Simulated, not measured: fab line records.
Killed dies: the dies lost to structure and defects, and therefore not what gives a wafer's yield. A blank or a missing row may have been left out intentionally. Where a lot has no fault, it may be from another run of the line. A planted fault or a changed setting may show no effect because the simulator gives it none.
Struck lot and sound lot, side by side | flow sky130 | 16 out of 708 route steps
Sound: these wafers, L742.2, L742.3, L742.6. The struck wafers were L739.1, L739.3, L739.5. The cause comes at the end.
Per side, at each step with rows, come the tool, then ch with its chambers, and then its first start. Under that, the readings that differ: sound wafers | struck wafers | difference of the means | sigmas: that difference in standard deviations of wafers without a fault.
alike: a reading whose means differ by less than 2 such deviations, as well as words and numbers matching on both sides. not compared: withheld readings; readings where some wafer has no value; bounds like >300 that might hide an equal value; numbers whose values overlap and for which the record gives no deviation.
A row with sigmas, a row that says differs or no value, or rows on one side alone: a step with any of these is where the two part. Numbers that don't overlap but have no deviation are shown without sigmas and don't part them. A reading missing from all wafers of one side parts the sides only when that side holds two or more wafers.

first, 3 steps without rows for these wafers: SKY_METAL2_EXPOSE_12 (exposes mask MM2, target cd 140 nm); SKY_METAL2_PEB_13; SKY_METAL2_DEVELOP_14 (develop time 60 s).
SKY_METAL2_CD_MEAS_15: target cd 140 nm.
  struck on cd_sem-01, day 37 19:23; sound on cd_sem-02, day 38 18:56
  alike: cd_nm
SKY_METAL2_OVL_MEAS_16:
  struck on overlay-02, day 37 19:31; sound on overlay-02, day 38 19:02
  alike: METAL2_OVL
SKY_METAL2_DESCUM_17: chemistry O2, time 8 s.
  sound on rie_metal-02 ch 1, day 38 19:05; struck on rie_metal-04 ch 1, day 37 19:33
  reading                     | sound             | struck            | difference | sigmas
  drypump_motor_current_A (A) | 4.8 4.8 4.9       | 5.9 5.9 5.9       | +1.1       | +2
  oes_product_au (a.u.)       | 0.980 0.982 0.985 | 1.020 1.022 1.012 | +0.036     | +3
  alike: rf_fwd_power_W
  not compared: rf_hours_counter_h
SKY_METAL2_ETCH_18: etches BARC in N2/H2, stops on SiO2, time 45.9 s, target depth 60 nm.
  sound on rie_metal-02 ch 1, day 38 19:10; struck on rie_metal-04 ch 1, day 37 19:35
  reading                     | sound       | struck      | difference | sigmas
  drypump_motor_current_A (A) | 4.9 4.9 4.9 | 5.9 6.0 6.0 | +1.1       | +2
  alike: oes_product_au, rf_fwd_power_W, throttle_valve_pct
  not compared: rf_hours_counter_h
SKY_METAL2_METAL_ETCH_19: etches the open film in Cl2/BCl3, stops on SiO2, target depth 360 nm, time 78 s.
  sound on rie_metal-02 ch 1, day 38 19:17; struck on rie_metal-04 ch 1, day 37 19:38
  reading                     | sound       | struck      | difference | sigmas
  drypump_motor_current_A (A) | 4.9 4.8 4.8 | 6.0 6.0 6.0 | +1.2       | +3
  alike: oes_product_au, rf_fwd_power_W, throttle_valve_pct
  not compared: rf_hours_counter_h
SKY_METAL2_STRIP_20: strips in O2/N2.
  sound on plasma_asher-04 ch 0,1, day 38 19:26; struck on plasma_asher-04 ch 1, day 37 19:44
  reading                      | sound          | struck         | difference | sigmas
  strip_time_to_endpoint_s (s) | 2.78 2.75 2.76 | 2.62 2.63 2.60 | -0.15      | -3
  alike: drypump_motor_current_A, oes_product_au
  not compared: rf_hours_counter_h
then, 3 steps without rows for these wafers: SKY_METAL2_STRIP_21 (strips in post etch residue remover, time 1200 s); SKY_METAL2_CLEAN_22 (cleans in IPA, time 180 s); SKY_METAL2_CLEAN_23 (cleans in O3/DIW).
SKY_VIA2_HDPCVD_00: deposits SiO2, target thk 1180 nm, time 196.7 s.
  sound on hdpcvd-02 ch 0,1,2, day 38 20:04; struck on hdpcvd-01 ch 0,1, day 37 20:40
  alike: pressure_mtorr
SKY_VIA2_THK_MEAS_01:
  struck on film_metro-03, day 37 20:47; sound on film_metro-02, day 38 20:20
  reading              | sound          | struck         | difference | sigmas
  VIA2_HDPCVD_THK (nm) | 1178 1190 1200 | 2358 2333 2346 | +1156      | +96
SKY_VIA2_CMP_02: polishes SiO2.
  sound on cmp-02 ch 0,1,2, day 38 20:37; struck on cmp-02 ch 0,2, day 37 20:53
  alike: motor_current_A
-- the record jumps here: 10 days lie between the struck wafers' starts before and after (it left off in module VIA2 and takes up again in module PAD_OPEN, whose first step shown is number 708 of the route) --
SKY_PAD_OPEN_PROBE_99:
  the record has rows for the struck wafers here (prober-02, day 47 21:34) and none for the sound ones

== WHERE THEY PART ==
Earliest at SKY_METAL2_DESCUM_17; latest, in this record, at SKY_PAD_OPEN_PROBE_99.

WHY: the cause the simulator had injected
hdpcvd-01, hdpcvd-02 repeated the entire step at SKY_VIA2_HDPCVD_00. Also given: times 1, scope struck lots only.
